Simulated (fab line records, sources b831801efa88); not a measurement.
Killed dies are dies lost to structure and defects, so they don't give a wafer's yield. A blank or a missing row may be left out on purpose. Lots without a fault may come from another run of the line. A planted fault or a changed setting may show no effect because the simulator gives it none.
A struck lot beside a sound one | flow sky130 | 14 steps out of a route of 708
Sound: wafers L310.2, L310.4, L310.5. Struck: wafers L300.1, L300.3, L300.6. The cause comes at the end.
At each step with rows: each side's tool, then ch and its chambers, then its first start. Under that, the readings that differ: sound wafers | struck wafers | difference of the means | sigmas: that difference in standard deviations of wafers without a fault.
alike: readings whose means differ by less than 2 such deviations, and words and numbers that are the same on both sides. not compared: withheld readings, readings that some wafer has no value for, bounds like >300 that may hide the same value, and numbers for which the record gives no deviation and whose values overlap.
The two part at a step that has a row with sigmas, a row that says differs or no value, or rows on one side only. Numbers that don't overlap but have no deviation are shown without sigmas and don't part them. A reading that every wafer of one side lacks parts them only if that side has two wafers or more.

SKY_RES_PROTECT_STRIP_07: strips in O2/N2.
  sound on plasma_asher-03 ch 0,1, day 20 12:50; struck on plasma_asher-03 ch 1, day 16 07:22
  alike: drypump_motor_current_A, oes_product_au, strip_time_to_endpoint_s
  not compared: rf_hours_counter_h
SKY_RES_PROTECT_TW_MEAS_08:
  sound on film_metro-02, day 20 12:57; struck on film_metro-04, day 16 07:28
  alike: POLY_GATE_TW
then, 2 steps without rows for these wafers: SKY_RES_PROTECT_CLEAN_09 (cleans in SC1/SC2, time 150 s); SKY_POLY_GATE_CVD_03 (deposits Si3N4 from DCS/NH3, target thk 75 nm, time 1290 s).
SKY_POLY_GATE_THK_MEAS_04:
  sound on film_metro-02, day 20 14:25; struck on film_metro-01, day 16 09:37
  alike: POLY_GATE_CVD_03_THK
then, 7 steps without rows for these wafers: SKY_POLY_GATE_DEHYDRATE_05 (time 60 s); SKY_POLY_GATE_HMDS_06 (prime time 60 s); SKY_POLY_GATE_COAT_07 (resist thk 110 nm); SKY_POLY_GATE_COAT_08 (resist thk 450 nm); SKY_POLY_GATE_SOFTBAKE_09 (time 90 s); SKY_POLY_GATE_EXPOSE_10 (exposes mask P1M, target cd 150 nm); SKY_POLY_GATE_PEB_11.
SKY_POLY_GATE_DEVELOP_12: develop time 60 s.
  sound on litho_track-02 ch 0, day 21 20:00; struck on litho_track-04, day 17 14:00
  no value came back on the struck wafers for chill_plate_temp_C (C), develop_time_s (s); on the sound wafers chill_plate_temp_C (C) reads 22.90 22.83 23.01
  reading                                          | sound             | struck            | difference | sigmas
  model.KrF-thick_of_POLY_GATE_COAT_08.thk_nm (nm) | 434.8 436.3 434.7 | 447.7 448.2 447.6 | +12.6      |
SKY_POLY_GATE_CD_MEAS_13: target cd 150 nm.
  sound on cd_sem-02, day 21 20:28; struck on cd_sem-02, day 17 14:53
  reading    | sound             | struck | difference                    | sigmas
  cd_nm (nm) | 152.0 151.5 151.6 | - - -  | no value on the struck wafers |

WHERE THEY PART
First at SKY_POLY_GATE_DEVELOP_12; last, within this record, at SKY_POLY_GATE_CD_MEAS_13.

WHY: what the simulator had put in
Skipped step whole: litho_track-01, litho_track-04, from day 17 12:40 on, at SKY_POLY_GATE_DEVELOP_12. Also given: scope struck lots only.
